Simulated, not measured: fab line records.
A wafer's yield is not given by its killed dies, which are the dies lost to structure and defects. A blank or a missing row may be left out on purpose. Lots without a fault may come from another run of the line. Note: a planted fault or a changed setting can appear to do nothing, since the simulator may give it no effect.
Split-lot study ; flow sfqLine ; 5 lots, 23 wafers read, on a route of 325 steps

== ABOUT THE SPLIT ==
At SFQ_TRILAYER_M0_DEP_SPUTTER_019 (material Nb, target thk 200 nm, time 133.3 s), the setting timeS was moved away from the recipe's 133.3 s on 7 of the 23 wafers read, by -14.9% to +5.8%. All remaining wafers had this setting at the recipe value.

== FROM THE SPLIT TO THE READING: what the file shows between them, 3 steps ==
- SFQ_M0_RS_MEAS_904: measures by four-point-probe
- SFQ_TRILAYER_M0_LITHO_COAT_026: resist thk 62 nm
- SFQ_TRILAYER_M0_BARC_OPEN_METAL_ETCH_031: etches BARC in O2, target depth 125 nm, time 41.7 s

== THE READING ==
oesProductAu, in a.u., at SFQ_TRILAYER_M0_ETCH_METAL_ETCH_024 (etches Nb in Cl2/Ar, stops on SiO2, target depth 240 nm, time 120 s). A value of 0.893 a.u. with a standard deviation of 0.0074 a.u. is what fault-free wafers of this fab line usually give.

wafer;tool, chamber at the split;timeS as run, s;against the recipe;oesProductAu, a.u.;against lot-mates on the recipe
L074.2;pvdSputter-05, -;133.3;recipe;0.889;-
L074.3;pvdSputter-05, -;133.3;recipe;0.879;-
L074.5;pvdSputter-05, -;133.3;recipe;0.889;-
L076.1;pvdSputter-04, -;133.3;recipe;0.895;-
L076.2;pvdSputter-04, -;133.3;recipe;0.892;-
L076.3;pvdSputter-04, -;133.3;recipe;0.888;-
L076.4;pvdSputter-04, -;133.3;recipe;0.902;-
L076.6;pvdSputter-04, -;133.3;recipe;0.890;-
L080.1;pvdSputter-06, -;133.3;recipe;0.902;-
L080.2;pvdSputter-06, -;133.3;recipe;0.896;-
L080.3;pvdSputter-06, -;133.3;recipe;0.910;-
L080.4;pvdSputter-06, -;141;+5.8%;0.919;+0.016
L080.5;pvdSputter-06, -;141;+5.8%;0.929;+0.026
L083.1;pvdSputter-06, -;118.4;-11.2%;0.847;-0.044
L083.2;pvdSputter-06, -;133.3;recipe;0.897;-
L083.3;pvdSputter-06, -;133.3;recipe;0.884;-
L083.5;pvdSputter-06, -;118.4;-11.2%;0.830;-0.061
L083.6;pvdSputter-06, -;118.4;-11.2%;0.827;-0.064
L084.2;pvdSputter-05, -;133.3;recipe;0.903;-
L084.3;pvdSputter-05, -;113.5;-14.9%;0.822;-0.076
L084.4;pvdSputter-05, -;113.5;-14.9%;0.807;-0.091
L084.5;pvdSputter-05, -;133.3;recipe;0.907;-
L084.6;pvdSputter-05, -;133.3;recipe;0.883;-

FIT RESULTS
A straight line over all 23 wafers: oesProductAu changes by +0.00532 a.u. for each +1% of timeS; r = +0.97; the points scatter about the line by 0.0087 a.u.
The same after taking each lot's own level away (the mean of its wafers on the recipe; 23 wafers): +0.00513 a.u. for each +1%; r = +0.97; scatter 0.0079 a.u.
The reading moves by 0.076 a.u. for the largest change in timeS, on that fit.
The span of the lots' own levels, 0.8857 to 0.9027 a.u., comes to 2.3 times the standard deviation stated above.
The two slopes are in agreement: the lot-to-lot level therefore moves the slope only a little.
Check: -0.0779 a.u. against its lot-mates is what the line predicts for one of the wafers moved furthest among these (-14.9%) when that wafer is left out of the fit. Against them it came out at -0.0757 a.u.

== FURTHER SPLITS ON THESE WAFERS ==
Other splits were also applied to these wafers ahead of the reading. Each is held against what the fit with the lots' levels taken away leaves over:
other split on the same wafers;wafers away from the commonest value;r with oesProductAu (lot level and that fit taken away)
SFQ_TRILAYER_INCOMING_OXIDATION_002 tempC;15;+0.11
SFQ_TRILAYER_L0_VIA_LITHO_COAT_018 spinRpm;7;-0.06
SFQ_TRILAYER_L0_VIA_LITHO_COAT_013 resistThkNm;5;-0.09

== THE WHOLE CHAIN: every reading that the file lists as answering this split, in the file's order ==
step;what it does;reading;change (the file's fit);r (the file's)
SFQ_TRILAYER_M0_DEP_SPUTTER_019;material Nb, target thk 200 nm, time 133.3 s;Nb_of_TRILAYER_M0_DEP_SPUTTER_019.thkNm (the simulator's own value, which no gauge read);+2 nm for each +1% of the setting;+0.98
SFQ_M0_RS_MEAS_904;measures by four-point-probe;M0_NB_RS;-0.0102 for each +1% of the setting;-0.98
SFQ_TRILAYER_M0_ETCH_METAL_ETCH_024;etches Nb in Cl2/Ar, stops on SiO2, target depth 240 nm, time 120 s;oesProductAu;+0.00524 a.u. for each +1% of the setting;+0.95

== THE FILE'S OWN FIT ==
oesProductAu changes by +0.00524 a.u. for each +1% of timeS, r = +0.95.
